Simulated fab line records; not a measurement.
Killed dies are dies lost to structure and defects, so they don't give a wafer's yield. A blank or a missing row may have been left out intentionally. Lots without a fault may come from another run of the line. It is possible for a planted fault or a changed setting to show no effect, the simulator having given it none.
8D (eight disciplines) problem report, filled in by code | flow sky130 | the parts of the form that need people (team, actions taken, sign-off) are left out

1. WHAT IS WRONG
oes_product_au at SKY_METAL2_ETCH_18 reads a mean of 0.995 a.u. on 9 wafers of 3 lots; wafers without a fault read 0.854 a.u. with a standard deviation of 0.0046. That puts it +31 standard deviations away from the usual mean.
The step: etches BARC in N2/H2, stops on SiO2, time 45.9 s, target depth 60 nm.
Seen first at day 38 16:04 on rie_metal-04, wafer L880.1. Wafers with a number at this step in the record: 33, from 11 lots. Rule for "out", or "out of limits": more than 4 standard deviations from the usual mean. The rest of the wafers with a number are treated as sound.

2. WHAT IT IS, WHAT IT ISN'T
question                    | is                           | is not
which readings at this step | oes_product_au, run_length_s | drypump_motor_current_A
which lots                  | L880, L882, L883             | L873, L885, L886, L887, L890, L892, L894, L895
which wafers of those lots  | all that have a number       | -
read on which tools         | rie_metal-04                 | rie_metal-02, rie_metal-03
when                        | from day 38 16:04            | up to then (3 sound wafers); but 21 sound wafers of L885, L886, L887, L890, L892, L894, L895 came after

3. WHAT RULES OUT EACH SUSPECT
Counting: any tool at a process step up to the reading is kept as a suspect provided that every lot that is out went through it and no sound lot did after the first of them.
- rie_metal-02 at SKY_METAL1_ETCH_18 (etches BARC in N2/H2, stops on SiO2, time 47.72 s, target depth 60 nm): ruled out as a lasting fault. The sound lots L886, L892, L894 went through it after L880, its earliest lot that is out (day 36 09:51).
- rie_metal-04 at SKY_METAL2_ETCH_18 (etches BARC in N2/H2, stops on SiO2, time 45.9 s, target depth 60 nm): ruled out as a lasting fault. The sound lots L894 went through it after L880, its earliest lot that is out (day 38 16:04).
Left after counting: nothing in the record.

4. THE CAUSE (what the simulator had put in)
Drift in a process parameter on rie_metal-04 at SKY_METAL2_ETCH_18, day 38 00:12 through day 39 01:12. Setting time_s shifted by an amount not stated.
Counting ruled it out, wrongly.

5. THE EFFECT CHAIN, in route order
Each row: a reading whose mean over the struck wafers that have a number lies more than 3 standard deviations from the usual. Scope: only readings with a usual standard deviation given in the record; hours: median across lots of the time from each lot's start at the first step in this table that gives one to its start at this step; sigmas: change in usual standard deviations.
hours | step               | reading        | usual      | on struck wafers | change | sigmas
0     | SKY_METAL2_ETCH_18 | oes_product_au | 0.854 a.u. | 0.995            | +0.141 | +31
0     | SKY_METAL2_ETCH_18 | run_length_s   | 74.30 s    | 66.27            | -8.03  | -31
It contains these process steps:
- SKY_METAL2_ETCH_18: etches BARC in N2/H2, stops on SiO2, time 45.9 s, target depth 60 nm.

6. WHAT WOULD HAVE CAUGHT IT SOONER
In this record no reading fell out of limits until day 38 16:04, 16 hours after the fault had begun at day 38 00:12.
